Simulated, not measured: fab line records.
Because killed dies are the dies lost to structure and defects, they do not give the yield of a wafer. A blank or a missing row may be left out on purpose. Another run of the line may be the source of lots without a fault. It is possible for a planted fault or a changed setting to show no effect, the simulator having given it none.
Which of the tools did it? / flow gf180mcu / 43 wafers from 15 lots sampled at 4 of the route's 602 steps

WHAT THE GAUGES SHOWED, per wafer
GF_DUAL_GATE_THK_MEAS_03.
lot=L219; measured=day 7 14:45; on=film metro-01; DUAL_GATE_OXIDATION_00_THK (nm)=11.31 11.13 11.28
lot=L220; measured=day 7 22:07; on=film metro-04; DUAL_GATE_OXIDATION_00_THK (nm)=10.93 11.01 11.03
lot=L222; measured=day 8 13:02; on=film metro-01; DUAL_GATE_OXIDATION_00_THK (nm)=11.13 11.06 10.97
lot=L223; measured=day 8 18:34; on=film metro-02; DUAL_GATE_OXIDATION_00_THK (nm)=11.20 11.32 11.11
lot=L224; measured=day 9 04:12; on=film metro-02; DUAL_GATE_OXIDATION_00_THK (nm)=11.04 11.00 11.07
lot=L228; measured=day 10 08:39; on=film metro-01; DUAL_GATE_OXIDATION_00_THK (nm)=10.76 10.80
lot=L230; measured=day 10 18:21; on=film metro-04; DUAL_GATE_OXIDATION_00_THK (nm)=10.78 10.80
lot=L233; measured=day 11 11:49; on=film metro-04; DUAL_GATE_OXIDATION_00_THK (nm)=10.71 10.76 10.92
lot=L234; measured=day 11 22:58; on=film metro-01; DUAL_GATE_OXIDATION_00_THK (nm)=10.96 10.98 10.77
lot=L235; measured=day 12 02:24; on=film metro-02; DUAL_GATE_OXIDATION_00_THK (nm)=10.57 10.68 10.92
lot=L236; measured=day 12 10:13; on=film metro-01; DUAL_GATE_OXIDATION_00_THK (nm)=11.26 11.17 11.37
lot=L238; measured=day 13 00:05; on=film metro-02; DUAL_GATE_OXIDATION_00_THK (nm)=10.89 11.04 10.89
lot=L240; measured=day 13 10:58; on=film metro-01; DUAL_GATE_OXIDATION_00_THK (nm)=11.25 11.07 11.12
lot=L241; measured=day 13 20:01; on=film metro-02; DUAL_GATE_OXIDATION_00_THK (nm)=11.03 10.78 10.81
lot=L242; measured=day 14 02:07; on=film metro-01; DUAL_GATE_OXIDATION_00_THK (nm)=11.08 10.98 11.07

GF_POLY_GATE_THK_MEAS_17.
lot=L219; measured=day 9 09:22; on=film metro-04; POLY_GATE_OXIDATION_THK (nm)=4.00 3.94 3.96
lot=L220; measured=day 9 19:01; on=film metro-04; POLY_GATE_OXIDATION_THK (nm)=4.08 4.02 4.07
lot=L222; measured=day 10 09:53; on=film metro-03; POLY_GATE_OXIDATION_THK (nm)=3.99 3.99 3.96
lot=L223; measured=day 10 09:53; on=film metro-01; POLY_GATE_OXIDATION_THK (nm)=4.01 4.01 3.97
lot=L224; measured=day 10 19:37; on=film metro-04; POLY_GATE_OXIDATION_THK (nm)=3.98 3.95 4.01
lot=L228; measured=day 12 00:29; on=film metro-01; POLY_GATE_OXIDATION_THK (nm)=3.92 4.00
lot=L230; measured=day 12 13:17; on=film metro-03; POLY_GATE_OXIDATION_THK (nm)=4.10 4.04
lot=L233; measured=day 13 09:32; on=film metro-04; POLY_GATE_OXIDATION_THK (nm)=4.04 4.08 4.05
lot=L234; measured=day 13 19:02; on=film metro-01; POLY_GATE_OXIDATION_THK (nm)=4.02 4.05 3.97
lot=L235; measured=day 13 21:41; on=film metro-01; POLY_GATE_OXIDATION_THK (nm)=4.09 4.02 4.11
lot=L236; measured=day 14 06:43; on=film metro-01; POLY_GATE_OXIDATION_THK (nm)=4.06 4.13 4.07
lot=L238; measured=day 14 23:16; on=film metro-01; POLY_GATE_OXIDATION_THK (nm)=4.00 4.15 4.02
lot=L240; measured=day 15 10:05; on=film metro-03; POLY_GATE_OXIDATION_THK (nm)=3.90 3.96 3.98
lot=L241; measured=day 15 18:29; on=film metro-04; POLY_GATE_OXIDATION_THK (nm)=3.97 4.03 3.99
lot=L242; measured=day 16 03:24; on=film metro-04; POLY_GATE_OXIDATION_THK (nm)=3.96 3.91 4.02

GF_NSD_CD_MEAS_07: the cd target is 400 nm.
lot=L219; measured=day 13 11:35; on=cd sem-02; cd nm (nm)=400.0 399.0 400.2
lot=L220; measured=day 13 20:38; on=cd sem-01; cd nm (nm)=399.7 398.4 397.4
lot=L222; measured=day 14 13:41; on=cd sem-01; cd nm (nm)=400.1 402.0 401.2
lot=L223; measured=day 14 14:31; on=cd sem-01; cd nm (nm)=399.4 402.0 401.6
lot=L224; measured=day 15 03:01; on=cd sem-01; cd nm (nm)=404.0 403.8 403.6
lot=L228; measured=day 16 11:34; on=cd sem-02; cd nm (nm)=402.2 423.7
lot=L230; measured=day 17 01:16; on=cd sem-01; cd nm (nm)=414.0 394.9
lot=L233; measured=day 18 01:49; on=cd sem-02; cd nm (nm)=424.1 400.7 402.2
lot=L234; measured=day 18 12:44; on=cd sem-02; cd nm (nm)=402.7 401.8 399.7
lot=L235; measured=day 18 15:47; on=cd sem-01; cd nm (nm)=400.8 398.0 399.9
lot=L236; measured=day 19 03:14; on=cd sem-01; cd nm (nm)=401.4 400.5 402.4
lot=L238; measured=day 20 00:41; on=cd sem-02; cd nm (nm)=402.2 401.9 402.1
lot=L240; measured=day 20 10:47; on=cd sem-02; cd nm (nm)=395.5 395.3 396.6
lot=L241; measured=day 20 20:26; on=cd sem-02; cd nm (nm)=403.3 403.6 400.3
lot=L242; measured=day 21 05:56; on=cd sem-01; cd nm (nm)=402.3 398.9 399.0

EACH LOT AND THE TOOL THAT RAN IT (in order: tool; ch and the chambers of the sampled wafers; start)
lot=L219; GF_NSD_DEVELOP_06=litho track-02 ch 0, day 13 11:26
lot=L220; GF_NSD_DEVELOP_06=litho track-04 ch 0, day 13 20:29
lot=L222; GF_NSD_DEVELOP_06=litho track-03 ch 0, day 14 13:32
lot=L223; GF_NSD_DEVELOP_06=litho track-04 ch 0, day 14 14:22
lot=L224; GF_NSD_DEVELOP_06=litho track-02 ch 0, day 15 02:52
lot=L228; GF_NSD_DEVELOP_06=litho track-04 ch 0, day 16 11:25
lot=L230; GF_NSD_DEVELOP_06=litho track-04 ch 0, day 17 01:07
lot=L233; GF_NSD_DEVELOP_06=litho track-04 ch 0, day 18 01:37
lot=L234; GF_NSD_DEVELOP_06=litho track-02 ch 0, day 18 12:35
lot=L235; GF_NSD_DEVELOP_06=litho track-03 ch 0, day 18 15:38
lot=L236; GF_NSD_DEVELOP_06=litho track-03 ch 0, day 19 03:05
lot=L238; GF_NSD_DEVELOP_06=litho track-03 ch 0, day 20 00:32
lot=L240; GF_NSD_DEVELOP_06=litho track-03 ch 0, day 20 10:38
lot=L241; GF_NSD_DEVELOP_06=litho track-02 ch 0, day 20 20:17
lot=L242; GF_NSD_DEVELOP_06=litho track-02 ch 0, day 21 05:47
- GF_NSD_DEVELOP_06: develop time 60 s.

AS READ BY THE TOOLS THEMSELVES (means over the sampled wafers that have a number; for cases with no such wafer, the mark the record gives instead)
The record holds no such reading with a usual standard deviation.

THE ANSWER, worked out from the rows above alone
Rule: the lots themselves supply what counts as usual. Put in order of their means at a reading, lots are off if they are a third of the lots or fewer, leave a main group of 4 or more, and stand apart from it by a gap of 3 or more times the standard deviation of the main group's means; of several such gaps the widest counts. A main group whose means are all the same, to the digits that the tables above print for the reading, isn't used. Also off: a lot with no number at a reading for which 4 or more lots have one. All remaining lots with rows at the step are treated as sound. After the gauges, taken in route order, come the tools' own readings; for these a lot's mean is taken, as printed above. At the first step where some lot is off, the reading lying furthest off is the one used; lots without a number count as furthest.
Nothing can be told from this: no lot is off at any reading shown.

WHAT THE SIMULATOR PUT IN
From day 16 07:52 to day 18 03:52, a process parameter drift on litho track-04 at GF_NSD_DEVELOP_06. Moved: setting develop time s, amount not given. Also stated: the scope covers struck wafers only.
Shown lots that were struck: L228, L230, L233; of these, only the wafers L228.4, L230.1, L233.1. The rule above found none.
